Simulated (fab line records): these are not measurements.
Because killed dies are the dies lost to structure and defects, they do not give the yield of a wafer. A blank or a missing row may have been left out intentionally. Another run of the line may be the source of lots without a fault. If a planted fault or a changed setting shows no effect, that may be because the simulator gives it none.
fab line records | flow sky130
record: lots: 12 | wafers: 36 | last-day: 50
route steps=708 shown LDD_LDN@298 CONTACT@430 METAL1@454 PAD_OPEN@708
lots that met no fault: taken from a fault-free run of the same line
start-h: hours from the record's first day to the start of the lot's first wafer shown | wait-h: hours elapsed since this lot's preceding step | " repeats the value in the row above | L1.1+2: a row that stands for several wafers | - no value, or no start given | * or withheld: withheld | < > ~ a bound
route shown NAME@n: NAME is a module with steps in the file, n the number in the route of the first one | usual: mean/standard deviation taken from wafers without a fault | same: alike in all rows | chamber/n: place in a boat | sites: the reading at each site | _std_site: how widely they spread, as a standard deviation | _edge_site: outer sites' mean less inner sites' | radius-mm: for every site, how far away it sits from the centre of the wafer | mask NAME#n: copy n | behind: the tool/chamber that last shaped the wafer | hold: cause of the lot's hold/its duration in hours/its outcome | device: names the non-switching transistor (n, p or np) | end of line: tests of these same wafers at the route's end | a step with no rows: only its recipe | killed: dies lost to structure and defects at the first sort, not the wafer's yield | map: a wafer's dies, x killed, . not, _ none there
set.NAME: the setting the step ran with; set.NAME@STEP: the setting that earlier step ran with | model.NAME: the simulator's own value behind a step, which no gauge read
one table for each step of the route and one row for each wafer, over a sample of lots
services: the hour from which a tool's chamber was out of use, counted from the record's first day as start-h (under 0 if before that day), plus the number of hours and why
== steps ==
step: SKY_LDD_LDN_IMPLANT_09
recipe: species: As | energy-kev: 15 | dose-cm2: 1.25e+13 | tilt-deg: withheld | rotation-deg: 113
usual: end-station-pressure-torr: 5.07e-06/2.4e-07
lot.wafer | tool         | chamber | start-h | wait-h | end-station-pressure-torr
L172.3    | implanter-03 | 0       | 543.79  | 0.1    | 5.22e-06
L172.5    | "            | 0       | "       | "      | 5.28e-06
L172.6    | "            | 0       | "       | "      | 5.06e-06
L173.2    | implanter-04 | 0       | 548.12  | 0.1    | 5.03e-06
L173.3    | "            | 0       | "       | "      | 5.32e-06
L173.5    | "            | 0       | "       | "      | 5.1e-06
L174.2    | implanter-04 | 0       | 554.57  | 0.1    | 5.03e-06
L174.3    | "            | 0       | "       | "      | 5.07e-06
L174.4    | "            | 0       | "       | "      | 4.54e-06
L175.2    | implanter-01 | 0       | 562.22  | 0.1    | 5.13e-06
L175.4    | "            | 0       | "       | "      | 4.86e-06
L175.6    | "            | 0       | "       | "      | 4.97e-06
L183.3    | implanter-04 | 0       | 638.11  | 0.1    | 5.36e-06
L183.5    | "            | 0       | "       | "      | 4.94e-06
L183.6    | "            | 0       | "       | "      | 4.62e-06
L183.3    | implanter-04 | 0       | 638.42  | 0.3    | 4.95e-06
L183.5    | "            | 0       | "       | "      | 5.58e-06
L183.6    | "            | 0       | "       | "      | 4.75e-06
L184.1    | implanter-01 | 0       | 646.69  | 0.1    | 5.19e-06
L184.5    | "            | 0       | "       | "      | 5.11e-06
L184.6    | "            | 0       | "       | "      | 5.29e-06
L184.1    | implanter-01 | 0       | 647.01  | 0.3    | 5.31e-06
L184.5    | "            | 0       | "       | "      | 4.58e-06
L184.6    | "            | 0       | "       | "      | 5.07e-06
L185.1    | implanter-03 | 0       | 654.61  | 0.1    | 5.56e-06
L185.3    | "            | 0       | "       | "      | 5.18e-06
L185.4    | "            | 0       | "       | "      | 5.13e-06
L186.2    | implanter-01 | 0       | 663.02  | 0.1    | 5.12e-06
L186.3    | "            | 0       | "       | "      | 5e-06
L186.4    | "            | 0       | "       | "      | 5.13e-06
L189.1    | implanter-03 | 0       | 678.16  | 0.1    | 5.42e-06
L189.3    | "            | 0       | "       | "      | 4.81e-06
L189.5    | "            | 0       | "       | "      | 5.67e-06
L190.3    | implanter-01 | 0       | 690.74  | 0.1    | 4.84e-06
L190.4    | "            | 0       | "       | "      | 5.36e-06
L190.6    | "            | 0       | "       | "      | 5.22e-06
L191.1    | implanter-04 | 0       | 696.54  | 0.1    | 4.77e-06
L191.5    | "            | 0       | "       | "      | 5.02e-06
L191.6    | "            | 0       | "       | "      | 4.97e-06
L194.3    | implanter-03 | 0       | 714.69  | 0.1    | 5.73e-06
L194.5    | "            | 0       | "       | "      | 5.27e-06
L194.6    | "            | 0       | "       | "      | 4.77e-06
step: SKY_LDD_LDN_TW_MEAS_13
usual: LDD_LDN_TW: 1491/8.2
lot.wafer | tool          | chamber | start-h | wait-h | LDD_LDN_TW
L172.3    | film-metro-01 | -       | 544.31  | 0.1    | 1502
L172.5    | "             | -       | "       | "      | 1496
L172.6    | "             | -       | "       | "      | 1495
L173.2    | film-metro-03 | -       | 548.65  | 0.1    | 1483
L173.3    | "             | -       | "       | "      | 1490
L173.5    | "             | -       | "       | "      | 1496
L174.2    | film-metro-03 | -       | 555.10  | 0.1    | 1498
L174.3    | "             | -       | "       | "      | 1488
L174.4    | "             | -       | "       | "      | 1485
L175.2    | film-metro-04 | -       | 562.75  | 0.1    | 1464
L175.4    | "             | -       | "       | "      | 1475
L175.6    | "             | -       | "       | "      | 1468
L183.3    | film-metro-03 | -       | 638.94  | 0.1    | 1593
L183.5    | "             | -       | "       | "      | 1580
L183.6    | "             | -       | "       | "      | 1593
L184.1    | film-metro-01 | -       | 647.56  | 0.1    | 1593
L184.5    | "             | -       | "       | "      | 1592
L184.6    | "             | -       | "       | "      | 1595
L185.1    | film-metro-01 | -       | 655.16  | 0.1    | 1496
L185.3    | "             | -       | "       | "      | 1490
L185.4    | "             | -       | "       | "      | 1496
L186.2    | film-metro-03 | -       | 663.55  | 0.1    | 1490
L186.3    | "             | -       | "       | "      | 1485
L186.4    | "             | -       | "       | "      | 1484
L189.1    | film-metro-04 | -       | 678.71  | 0.1    | 1482
L189.3    | "             | -       | "       | "      | 1482
L189.5    | "             | -       | "       | "      | 1486
L190.3    | film-metro-03 | -       | 691.26  | 0.1    | 1487
L190.4    | "             | -       | "       | "      | 1494
L190.6    | "             | -       | "       | "      | 1494
L191.1    | film-metro-03 | -       | 697.09  | 0.1    | 1494
L191.5    | "             | -       | "       | "      | 1493
L191.6    | "             | -       | "       | "      | 1481
L194.3    | film-metro-03 | -       | 715.21  | 0.1    | 1496
L194.5    | "             | -       | "       | "      | 1499
L194.6    | "             | -       | "       | "      | 1494
step: SKY_CONTACT_CVD_24
recipe: material: W | target-thk-nm: 340 | time-s: 102.12 | temp-c: 400 | pressure-torr: 40
usual: heater-power-w: 912/54 | susceptor-temp-C: 400.01/0.23
lot.wafer | tool     | chamber | start-h | wait-h | heater-power-w | susceptor-temp-C
L172.3    | cvd-w-02 | 1       | 753.07  | 0.1    | 877            | 400.21
L172.5    | "        | 0       | "       | "      | 951            | 399.96
L172.6    | "        | 1       | "       | "      | 890            | 400.16
L173.2    | cvd-w-02 | 0       | 756.43  | 0.0    | 978            | 399.73
L173.3    | "        | 1       | "       | "      | 863            | 400.07
L173.5    | "        | 1       | "       | "      | 859            | 400.17
L174.2    | cvd-w-02 | 1       | 761.18  | 0.0    | 895            | 400.27
L174.3    | "        | 1       | "       | "      | 892            | 400.40
L174.4    | "        | 0       | "       | "      | 973            | 400.14
L175.2    | cvd-w-02 | 0       | 767.40  | 0.0    | 974            | 400.28
L175.4    | "        | 1       | "       | "      | 863            | 400.27
L175.6    | "        | 0       | "       | "      | 952            | 400.07
L183.3    | cvd-w-02 | 0       | 838.20  | 0.1    | 961            | 399.74
L183.5    | "        | 1       | "       | "      | 874            | 399.91
L183.6    | "        | 0       | "       | "      | 944            | 400.01
L184.1    | cvd-w-01 | 1       | 846.34  | 0.0    | 965            | 399.95
L184.5    | "        | 1       | "       | "      | 982            | 399.91
L184.6    | "        | 1       | "       | "      | 944            | 399.87
L185.1    | cvd-w-01 | 0       | 853.36  | 0.0    | 806            | 399.97
L185.3    | "        | 0       | "       | "      | 832            | 400.15
L185.4    | "        | 1       | "       | "      | 937            | 399.54
L186.2    | cvd-w-02 | 1       | 861.96  | 0.0    | 864            | 399.90
L186.3    | "        | 1       | "       | "      | 876            | 400.45
L186.4    | "        | 0       | "       | "      | 934            | 399.63
L189.1    | cvd-w-02 | 0       | 875.51  | 0.0    | 954            | 400.19
L189.3    | "        | 1       | "       | "      | 888            | 399.65
L189.5    | "        | 0       | "       | "      | 960            | 400.06
L190.3    | cvd-w-02 | 1       | 887.44  | 0.1    | 881            | 400.27
L190.4    | "        | 0       | "       | "      | 959            | 399.87
L190.6    | "        | 0       | "       | "      | 952            | 399.99
L191.1    | cvd-w-01 | 1       | 892.71  | 0.0    | 964            | 400.02
L191.5    | "        | 0       | "       | "      | 823            | 399.84
L191.6    | "        | 1       | "       | "      | 952            | 400.41
L194.3    | cvd-w-01 | 1       | 907.62  | 0.1    | 971            | 400.24
L194.5    | "        | 0       | "       | "      | 833            | 399.95
L194.6    | "        | 1       | "       | "      | 956            | 400.33
step: SKY_CONTACT_CMP_27
recipe: stop-on: SiO2 | t-overpolish-s: 15 | down-force-psi: 3.5 | platen-rpm: 60 | target-thk-nm: 0 | pad-velocity-m-s: 0.94248
usual: motor-current-A: 12.4/1 | overpolish-run-s: 15.000/0.0084 | time-to-endpoint-s: 84.3/2.9
same: t-overpolish-s: 15
lot.wafer | tool   | chamber | start-h | wait-h | motor-current-A | overpolish-run-s | time-to-endpoint-s
L172.3    | cmp-01 | 1       | 753.47  | 0.2    | 11.4            | 14.989           | 79.1
L172.5    | "      | 2       | "       | "      | 13.7            | 14.997           | 84.9
L172.6    | "      | 3       | "       | "      | 10.1            | 15.005           | 81.2
L173.3    | cmp-02 | 1       | 756.72  | 0.0    | 13.2            | 14.987           | 86.1
L173.2    | "      | 3       | "       | "      | 12.4            | 15.013           | 84.2
L173.5    | "      | 1       | "       | "      | 13.2            | 14.997           | 83.3
L174.2    | cmp-02 | 0       | 761.52  | 0.1    | 13.4            | 14.996           | 86.9
L174.3    | "      | 1       | "       | "      | 12.8            | 14.996           | 85.3
L174.4    | "      | 2       | "       | "      | 13.2            | 14.994           | 87.4
L175.2    | cmp-02 | 2       | 767.74  | 0.1    | 13.4            | 14.987           | 86.6
L175.4    | "      | 3       | "       | "      | 12.8            | 15.009           | 82.6
L175.6    | "      | 2       | "       | "      | 12.9            | 15.000           | 85.0
L183.3    | cmp-01 | 2       | 838.50  | 0.1    | 12.8            | 14.994           | 88.0
L183.6    | "      | 1       | "       | "      | 11.0            | 15.001           | 88.9
L183.5    | "      | 2       | "       | "      | 12.9            | 14.993           | 86.2
L184.1    | cmp-02 | 2       | 846.84  | 0.1    | 13.0            | 15.010           | 82.4
L184.6    | "      | 0       | "       | "      | 13.0            | 15.010           | 84.9
L184.5    | "      | 1       | "       | "      | 12.9            | 15.007           | 82.6
L185.1    | cmp-01 | 1       | 853.70  | 0.1    | 10.8            | 14.992           | 85.2
L185.4    | "      | 2       | "       | "      | 13.2            | 15.006           | 84.9
L185.3    | "      | 3       | "       | "      | 10.5            | 14.999           | 82.4
L186.4    | cmp-02 | 1       | 862.25  | 0.0    | 11.9            | 15.001           | 86.6
L186.3    | "      | 2       | "       | "      | 13.4            | 14.995           | 86.6
L186.2    | "      | 0       | "       | "      | 13.2            | 15.001           | 86.7
L189.1    | cmp-01 | 0       | 875.80  | 0.1    | 11.6            | 15.001           | 84.8
L189.3    | "      | 1       | "       | "      | 11.3            | 15.003           | 81.6
L189.5    | "      | 1       | "       | "      | 11.0            | 15.023           | 83.2
L190.4    | cmp-02 | 0       | 887.75  | 0.1    | 13.4            | 14.990           | 89.8
L190.3    | "      | 2       | "       | "      | 12.9            | 15.024           | 82.4
L190.6    | "      | 3       | "       | "      | 12.9            | 14.996           | 82.5
L191.1    | cmp-02 | 1       | 893.00  | 0.1    | 12.8            | 14.992           | 86.4
L191.5    | "      | 1       | "       | "      | 12.7            | 14.995           | 83.6
L191.6    | "      | 2       | "       | "      | 12.7            | 14.987           | 85.0
L194.3    | cmp-02 | 3       | 908.02  | 0.2    | 12.9            | 14.978           | 87.0
L194.6    | "      | 0       | "       | "      | 12.6            | 14.993           | 85.5
L194.5    | "      | 1       | "       | "      | 12.1            | 15.007           | 83.0
step: SKY_METAL1_STRIP_20
recipe: chemistry: O2/N2 | power-w: 1400 | pressure-mtorr: 1500 | platen-temp-c: withheld | o2-flow-sccm: 3000 | n2-flow-sccm: 300 | overash-fraction: 0.5
usual: drypump-motor-current-A: 5.9/0.57 | o2-flow-sccm: 3002/7.6 | oes-product-au: 0.343/0.005 | strip-time-to-endpoint-s: 2.71/0.042
lot.wafer | tool            | chamber | start-h | wait-h | drypump-motor-current-A | o2-flow-sccm | oes-product-au | rf-hours-counter-h | strip-time-to-endpoint-s
L172.3    | plasma-asher-02 | 1       | 780.98  | 0.1    | 4.9                     | 3008         | 0.347          | -                  | 2.66
L172.5    | "               | 1       | "       | "      | 4.9                     | 2997         | 0.341          | -                  | 2.65
L172.6    | "               | 0       | "       | "      | 6.5                     | 3005         | 0.347          | -                  | 2.66
L173.2    | plasma-asher-01 | 1       | 784.11  | 0.1    | 5.7                     | 2990         | 0.341          | 5                  | 2.67
L173.3    | "               | 1       | "       | "      | 5.7                     | 3003         | 0.349          | -                  | 2.69
L173.5    | "               | 0       | "       | "      | 5.9                     | 2996         | 0.345          | -                  | 2.77
L174.2    | plasma-asher-01 | 1       | 789.00  | 0.1    | 5.7                     | 2998         | 0.341          | 5                  | 2.59
L174.3    | "               | 1       | "       | "      | 5.7                     | 2994         | 0.339          | -                  | 2.66
L174.4    | "               | 0       | "       | "      | 5.9                     | 2998         | 0.343          | -                  | 2.62
L175.2    | plasma-asher-02 | 0       | 794.65  | 0.1    | 6.6                     | 3007         | 0.340          | 67                 | 2.75
L175.4    | "               | 0       | "       | "      | 6.6                     | 2998         | 0.336          | -                  | 2.76
L175.6    | "               | 1       | "       | "      | 4.9                     | 3001         | 0.352          | -                  | 2.76
L183.3    | plasma-asher-01 | 1       | 865.18  | 0.1    | 5.7                     | 3010         | 0.346          | -                  | 2.67
L183.5    | "               | 1       | "       | "      | 5.7                     | 3008         | 0.341          | -                  | 2.71
L183.6    | "               | 0       | "       | "      | 5.9                     | 3014         | 0.344          | -                  | 2.65
L184.1    | plasma-asher-01 | 1       | 874.25  | 0.1    | 5.7                     | 3013         | 0.342          | 14                 | 2.74
L184.5    | "               | 0       | "       | "      | 5.9                     | 2985         | 0.340          | -                  | 2.71
L184.6    | "               | 1       | "       | "      | 5.7                     | 2995         | 0.335          | -                  | 2.68
L185.1    | plasma-asher-02 | 1       | 880.30  | 0.1    | 4.9                     | 3009         | 0.342          | 75                 | 2.69
L185.3    | "               | 0       | "       | "      | 6.6                     | 2983         | 0.345          | -                  | 2.73
L185.4    | "               | 1       | "       | "      | 4.9                     | 2991         | 0.345          | -                  | 2.77
L186.2    | plasma-asher-04 | 1       | 888.90  | 0.1    | 6.5                     | 2998         | 0.349          | 43                 | 2.72
L186.3    | "               | 1       | "       | "      | 6.5                     | 3000         | 0.343          | -                  | 2.73
L186.4    | "               | 0       | "       | "      | 6.5                     | 2995         | 0.340          | -                  | 2.65
L189.1    | plasma-asher-04 | 0       | 902.20  | 0.1    | 6.5                     | 2997         | 0.347          | 45                 | 2.72
L189.3    | "               | 1       | "       | "      | 6.4                     | 3000         | 0.346          | -                  | 2.74
L189.5    | "               | 1       | "       | "      | 6.4                     | 2996         | 0.342          | -                  | 2.77
L190.3    | plasma-asher-01 | 0       | 914.21  | 0.1    | 5.9                     | 3005         | 0.348          | -                  | 2.77
L190.4    | "               | 1       | "       | "      | 5.7                     | 2995         | 0.346          | -                  | 2.73
L190.6    | "               | 0       | "       | "      | 5.9                     | 2999         | 0.342          | -                  | 2.79
L191.1    | plasma-asher-04 | 1       | 919.16  | 0.1    | 6.5                     | 2996         | 0.346          | 46                 | 2.70
L191.5    | "               | 1       | "       | "      | 6.5                     | 3011         | 0.340          | -                  | 2.70
L191.6    | "               | 0       | "       | "      | 6.4                     | 3001         | 0.340          | -                  | 2.69
L194.3    | plasma-asher-01 | 0       | 934.56  | 0.1    | 5.9                     | 2994         | 0.348          | -                  | 2.75
L194.5    | "               | 0       | "       | "      | 5.9                     | 3003         | 0.344          | -                  | 2.69
L194.6    | "               | 1       | "       | "      | 5.7                     | 2996         | 0.347          | -                  | 2.72
step: SKY_PAD_OPEN_PROBE_99
usual: killed_at_M0_to_M3: 43/7.6 | killed_at_M4_up: 2.9/1.7 | killed-at-contacts: 24/5.5 | killed-at-front-end: 15/4.2 | killed-at-other: 0.3/0.52 | killed-dies: 86/9.4 | killed-on-rim: 17/4 | killed-open: 47/7 | killed-short: 39/6.4
same: gross-dies: 492 | killed-at-back-side: 0
lot.wafer | tool      | chamber | start-h | wait-h | killed_at_M0_to_M3 | killed_at_M4_up | killed-at-contacts | killed-at-front-end | killed-at-other | killed-dies | killed-on-rim | killed-open | killed-short
L184.1    | prober-01 | -       | 1158.83 | 0.1    | 35                 | 4               | 16                 | 13                  | 0               | 68          | 12            | 37          | 31
L184.5    | prober-01 | -       | 1159.03 | 0.2    | 47                 | 5               | 18                 | 10                  | 1               | 81          | 11            | 47          | 33
L184.6    | prober-01 | -       | 1159.08 | 0.2    | 45                 | 5               | 20                 | 7                   | 0               | 77          | 12            | 40          | 36
killed by level:class
L184.1 VIA1:geometric-particle:open=11 CONTACT:geometric-particle:open=6 VIA1:geometric-particle:short=5 VIA2:geometric-particle:open=5 FIELD_ISO:geometric-particle:short=4 LI_CONTACT:geometric-particle:open=4 LOCAL_INTERCONNECT:geometric-particle:short=4 FIELD_ISO:geometric-particle:open=3
L184.5 CONTACT:geometric-particle:open=11 VIA1:geometric-particle:open=11 VIA2:geometric-particle:open=10 METAL1:geometric-particle:short=7 METAL4:geometric-particle:short=5 FIELD_ISO:geometric-particle:open=4 VIA1:geometric-particle:short=4 METAL2:geometric-particle:short=4
L184.6 VIA1:geometric-particle:open=11 VIA2:geometric-particle:open=7 VIA1:geometric-particle:short=7 CONTACT:geometric-particle:open=6 METAL3:geometric-particle:short=6 LOCAL_INTERCONNECT:geometric-particle:short=4 CONTACT:geometric-particle:short=4 METAL2:geometric-particle:short=4
== services ==
tool            | chamber | start-h | hours | kind
cvd-w-02        | 1       | 521.45  | 5.3   | repair
implanter-01    | -       | 535.54  | 4.2   | pm
cmp-02          | -       | 569.24  | 4.1   | pm
cmp-02          | -       | 587.39  | 1.3   | repair
cmp-02          | -       | 596.25  | 5.8   | pm
cvd-w-02        | 0       | 603.69  | 9.2   | repair
cmp-02          | -       | 621.09  | 3.0   | pm
cvd-w-02        | -       | 634.06  | 1.4   | repair
cmp-02          | -       | 660.34  | 4.9   | repair
implanter-04    | -       | 696.99  | 2.2   | pm
implanter-04    | -       | 706.32  | 2.4   | repair
plasma-asher-01 | -       | 733.75  | 9.0   | pm
implanter-04    | -       | 743.51  | 1.9   | repair
cmp-02          | -       | 744.00  | 4.0   | pm
cvd-w-02        | -       | 773.42  | 6.9   | pm
implanter-01    | -       | 788.02  | 6.3   | repair
implanter-04    | -       | 795.10  | 5.6   | pm
implanter-04    | -       | 809.70  | 4.9   | pm
cmp-02          | -       | 818.03  | 0.3   | repair
plasma-asher-01 | -       | 826.01  | 0.5   | repair
cvd-w-02        | 0       | 846.11  | 1.4   | repair
cmp-02          | -       | 853.09  | 0.6   | repair
plasma-asher-01 | -       | 867.70  | 3.3   | repair
cvd-w-02        | -       | 904.00  | 14.0  | pm
== key ==
first-sign: step: SKY_LDD_LDN_IMPLANT_09 | reading: visit | direction: added
effect: step: SKY_LDD_LDN_TW_MEAS_13 | reading: LDD_LDN_TW | direction: up | sigmas: 12 | usual: 1491 | struck: 1591
met-at SKY_LDD_LDN_IMPLANT_09
struck-lots L183,L184
tester-left-out L183,L184
not-acting-at SKY_CONTACT_CVD_24,SKY_CONTACT_CMP_27,SKY_METAL1_STRIP_20
fault: kind: repeated-step-whole | tool: implanter-01,implanter-03,implanter-04 | chamber: - | onset-h: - | steps: SKY_LDD_LDN_IMPLANT_09 | times: 1 | scope: struck-lots-only
tester-left-out: of these lots the tester's yield and bins aren't shown, on N5 and GAA mostly nor the transistor test; their killed dies are dies lost to structure and defects alone, not to doping, threshold or leakage, so they don't give the yield
